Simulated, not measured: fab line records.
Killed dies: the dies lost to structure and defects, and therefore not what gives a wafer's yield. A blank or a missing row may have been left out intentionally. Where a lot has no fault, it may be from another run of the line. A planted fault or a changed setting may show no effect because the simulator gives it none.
Chamber matching + flow gf180mcu + GF_V1_CMP_26 on cmp-01 has 4 sister chambers
The step polishes, stops on SiO2, t overpolish 15 s, target thk 0 nm. 4 wafers are shown with their chamber, then 7 later ones without.

WAFERS WITH THEIR CHAMBER
| wafer  | chamber | motor-current-A (A) |
|--------|---------|---------------------|
| L081.2 | 2       | 12.4                |
| L083.1 | 3       | 12.0                |
| L091.2 | 0       | 12.2                |
| L091.4 | 1       | 9.8                 |

WAFERS WITHOUT THEIR CHAMBER
| wafer  | motor-current-A (A) |
|--------|---------------------|
| L091.6 | 12.4                |
| L093.4 | 12.1                |
| L093.5 | 12.9                |
| L093.6 | 10.6                |
| L094.1 | 11.9                |
| L094.2 | 12.8                |
| L094.3 | 12.3                |

CHAMBER TAKEN BY EACH
| wafer  | from the rows above          | in truth |
|--------|------------------------------|----------|
| L091.6 | can't be placed: 2 or 0 or 3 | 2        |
| L093.4 | can't be placed: 0 or 3 or 2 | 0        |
| L093.5 | can't be placed: 2 or 0 or 3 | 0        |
| L093.6 | can't be placed: 1 or 3      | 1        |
| L094.1 | can't be placed: 3 or 0 or 2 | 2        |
| L094.2 | can't be placed: 2 or 0 or 3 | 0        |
| L094.3 | can't be placed: 2 or 0 or 3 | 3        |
0 of 7 placed correctly. These rows do not allow placing 7 (true chamber among the candidates in 7). Number placed wrongly: 0.
How it was worked out, from the rows above alone: a wafer's distance from a chamber is the root of the sum, over the readings, of the square of ((its reading less the chamber's mean) divided by the reading's scatter). If the next closest chamber is less than 2 further off than the closest, the wafer can't be placed; otherwise it belongs to the closest. The mean given for a chamber averages the wafers shown for that chamber. The scatter: with one shown wafer a chamber, the root of the mean of the squares of how far each hidden wafer lies from its nearest shown one.
